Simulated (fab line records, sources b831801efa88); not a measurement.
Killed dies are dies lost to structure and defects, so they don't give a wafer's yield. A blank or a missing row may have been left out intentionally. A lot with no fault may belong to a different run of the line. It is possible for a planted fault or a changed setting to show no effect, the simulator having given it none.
Which tool did it? ; flow sky130 ; route of 708 steps, sampled at 1 step: 11 lots, 33 wafers

== WHAT THE GAUGES READ, wafer by wafer ==
SKY_CAP2M_RS_MEAS_03: measurement is done with a four-point probe.
lot;measured;on;CAP2M_TIN_RS (ohm/sq)
L834;day 39 21:54;filmMetro-01;6.86 6.89 6.91
L836;day 40 09:09;filmMetro-01;6.95 6.90 6.87
L839;day 41 07:27;filmMetro-03;6.95 6.91 6.89
L840;day 41 22:54;filmMetro-04;6.83 6.78 6.82
L841;day 42 08:17;filmMetro-03;6.89 6.95 6.94
L842;day 42 08:19;filmMetro-01;6.88 6.84 6.86
L843;day 42 10:23;filmMetro-03;6.98 7.00 6.97
L853;day 45 06:45;filmMetro-04;6.90 7.02 6.89
L854;day 45 11:20;filmMetro-01;6.98 6.98 7.04
L855;day 45 14:10;filmMetro-03;6.91 6.74 6.81
L857;day 46 07:03;filmMetro-03;6.96 6.93 6.91

== WHICH TOOL RAN EACH LOT (tool, then ch and the chambers of the sampled wafers, then the start) ==
Before these readings, the record contains no process step.

== THE ANSWER, worked out from the rows above alone ==
Rule: the usual values come from the lots themselves. The widest of any qualifying gaps counts: lots, ordered by their means at a reading, are off when they make up no more than a third of the lots, leave a main group of 4 or more, and stand apart from it by 3 or more times the standard deviation of that group's means. If all means in a main group match to the digits the tables above print for the reading, that group is not used. A lot without any number at a reading at which 4 lots or more have one is off too. Where the step has rows for the other lots, those lots are counted as sound.
No lot is off at any reading shown: from this, nothing can be told.

== WHAT WAS PUT IN BY THE SIMULATOR ==
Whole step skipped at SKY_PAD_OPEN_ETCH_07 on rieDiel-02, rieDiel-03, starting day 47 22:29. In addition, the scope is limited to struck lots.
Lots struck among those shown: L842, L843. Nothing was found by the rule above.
